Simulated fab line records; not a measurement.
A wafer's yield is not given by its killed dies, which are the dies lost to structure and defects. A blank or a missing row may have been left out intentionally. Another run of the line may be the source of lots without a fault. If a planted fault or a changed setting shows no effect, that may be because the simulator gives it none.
Chamber matching / flow sky130 / SKY_FIELD_ISO_ETCH_15 on rieDiel-02 has 3 sister chambers
The step etches the open film in CHF3/O2, stops on Si, target depth 180 nm, time 72 s. 6 wafers are shown with their chamber, then 5 later ones without.

WAFERS PAIRED WITH THEIR CHAMBERS
wafer=L085.1; chamber=3; drypumpMotorCurrentA (A)=5.7; rfFwdPowerW (W)=595.0
wafer=L085.5; chamber=1; drypumpMotorCurrentA (A)=6.5; rfFwdPowerW (W)=594.4
wafer=L086.1; chamber=3; drypumpMotorCurrentA (A)=5.8; rfFwdPowerW (W)=589.4
wafer=L086.3; chamber=1; drypumpMotorCurrentA (A)=6.4; rfFwdPowerW (W)=593.5
wafer=L086.5; chamber=0; drypumpMotorCurrentA (A)=5.8; rfFwdPowerW (W)=596.0
wafer=L088.2; chamber=0; drypumpMotorCurrentA (A)=5.8; rfFwdPowerW (W)=597.5

WAFERS WITH NO CHAMBER GIVEN
wafer=L088.3; drypumpMotorCurrentA (A)=5.7; rfFwdPowerW (W)=596.1
wafer=L091.3; drypumpMotorCurrentA (A)=5.8; rfFwdPowerW (W)=595.9
wafer=L091.4; drypumpMotorCurrentA (A)=5.7; rfFwdPowerW (W)=594.3
wafer=L096.3; drypumpMotorCurrentA (A)=5.8; rfFwdPowerW (W)=596.1
wafer=L096.4; drypumpMotorCurrentA (A)=6.5; rfFwdPowerW (W)=593.8

EACH ONE'S CHAMBER
wafer=L088.3; from the rows above=can't be placed: 0 or 3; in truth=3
wafer=L091.3; from the rows above=can't be placed: 0 or 3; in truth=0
wafer=L091.4; from the rows above=can't be placed: 3 or 0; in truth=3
wafer=L096.3; from the rows above=can't be placed: 0 or 3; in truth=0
wafer=L096.4; from the rows above=1; in truth=1
Correctly placed: 1 of 5. Cannot be placed on the basis of these rows: 4; the candidates contain the true chamber in 4. Number placed wrongly: 0.
How it was worked out, from the rows above alone: a wafer's distance from a chamber is the root of the sum, over the readings, of the square of ((its reading less the chamber's mean) divided by the reading's scatter). The wafer belongs to the nearest chamber; if the next one is less than 2 further off, it can't be placed. A chamber's mean is the mean of its shown wafers. The scatter: take each reading less its chamber's mean, square it, sum over the shown wafers, divide by the number of wafers less the number of chambers, and take the root.
